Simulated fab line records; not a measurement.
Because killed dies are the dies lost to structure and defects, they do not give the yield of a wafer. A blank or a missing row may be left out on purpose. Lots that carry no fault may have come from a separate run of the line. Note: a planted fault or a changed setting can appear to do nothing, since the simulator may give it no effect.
A lot that was struck, set against a sound lot / flow gf180mcu / 16 out of 602 route steps
Sound: the wafers L143.1, L143.3, L143.5. The struck wafers were L156.1, L156.5, L156.6. At the end, the cause is stated.
At each step with rows: each side's tool, then ch and its chambers, then its first start. Under that, the readings that differ: sound wafers / struck wafers / difference of the means / sigmas: that difference in standard deviations of wafers without a fault.
alike: words and numbers the same on both sides, and readings whose means are apart by under 2 such deviations; not compared: readings that were withheld, readings missing a value for some wafer, numbers with overlapping values and no deviation given by the record, and bounds like >300 which may hide the same value.
Wherever a step has rows on one side only, a row that says differs or no value, or a row with sigmas, the two part there. Numbers that have no deviation but don't overlap get no sigmas and don't part them. Lack of a reading on every wafer of one side parts them only where that side has two or more wafers.

GF_MIM_STRIP_20: strips in O2/N2.
  sound on plasma_asher-04 ch 0,1, day 25 22:08; struck on plasma_asher-02 ch 0,1, day 30 08:20
  alike: drypump_motor_current_A, heater_power_w, n2_flow_sccm, oes_product_au, strip_time_to_endpoint_s
  not compared: rf_hours_counter_h
then, 9 steps without rows for these wafers: GF_MIM_STRIP_21 (strips in post etch residue remover, time 1200 s); GF_MIM_CLEAN_22 (cleans in DIW); GF_M5_DEHYDRATE_00 (time 60 s); GF_M5_HMDS_01 (prime time 60 s); GF_M5_COAT_02 (resist thk 1000 nm); GF_M5_SOFTBAKE_03 (time 60 s); GF_M5_EXPOSE_04 (exposes mask Metal5, target cd 280 nm); GF_M5_PEB_05 (peb time 90 s); GF_M5_DEVELOP_06 (develop time 60 s).
GF_M5_CD_MEAS_07 targets a cd of 280 nm.
  sound on cd_sem-01 at day 26 18:41; struck on cd_sem-01 at day 31 02:16
  alike: cd_nm
GF_M5_OVL_MEAS_08:
  sound on overlay-01 at day 26 18:49; struck on overlay-02 at day 31 02:23
  alike: M5_OVL
GF_M5_ETCH_09: etches Si3N4 in CF4/O2, target depth 52 nm, time 11.6 s.
  sound on rie_diel-04 ch 1,2,3, day 26 18:51; struck on rie_diel-04 ch 1,2, day 31 02:26
reading=oes_product_au (a.u.); sound=0.995 0.979 0.982; struck=0.819 0.810 0.824; difference=-0.168; sigmas=-12
reading=throttle_valve_pct (%); sound=5.973 5.956 5.960; struck=5.925 5.898 5.917; difference=-0.050; sigmas=-5
reading=model.etch.depth_nm (nm); sound=51.42 50.9 50.21; struck=36.05 36.08 37.06; difference=-14.45; sigmas=
reading=model.KrF_of_M5_COAT_02.thk_nm (nm); sound=946.5 948.6 948.1; struck=964.4 965.5 960.8; difference=+15.8; sigmas=
  alike: drypump_motor_current_A
  not compared: rf_hours_counter_h
GF_M5_METAL_ETCH_10: etches the open film in Cl2/BCl3, stops on SiO2, target depth 750.8 nm, time 125.1 s.
  sound on rie_metal-03 ch 1, day 26 18:52; struck on rie_metal-04 ch 0,1, day 31 02:27
reading=model.KrF_of_M5_COAT_02.thk_nm (nm); sound=638.6 641.1 640.6; struck=659.8 662.1 657.2; difference=+19.6; sigmas=
  alike: drypump_motor_current_A, he_backside_leak_sccm, oes_product_au, throttle_valve_pct
  not compared: rf_hours_counter_h
GF_M5_STRIP_11: strips in O2/N2.
  sound on plasma_asher-02 ch 1, day 26 19:00; struck on plasma_asher-04 ch 0,1, day 31 02:35
reading=strip_time_to_endpoint_s (s); sound=6.94 6.96 6.95; struck=7.14 7.16 7.11; difference=+0.19; sigmas=+4
  alike: drypump_motor_current_A, heater_power_w, n2_flow_sccm, oes_product_au
  not compared: rf_hours_counter_h
after that, 1 step had no rows for these wafers: GF_PASSIVATION_PROBE_99.

WHERE THEY PART
At GF_M5_ETCH_09 first; at GF_M5_STRIP_11 last (within this record only).

WHY: whatever the simulator had introduced
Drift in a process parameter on rie_diel-04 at GF_M5_ETCH_09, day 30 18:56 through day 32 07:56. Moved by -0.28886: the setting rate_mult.
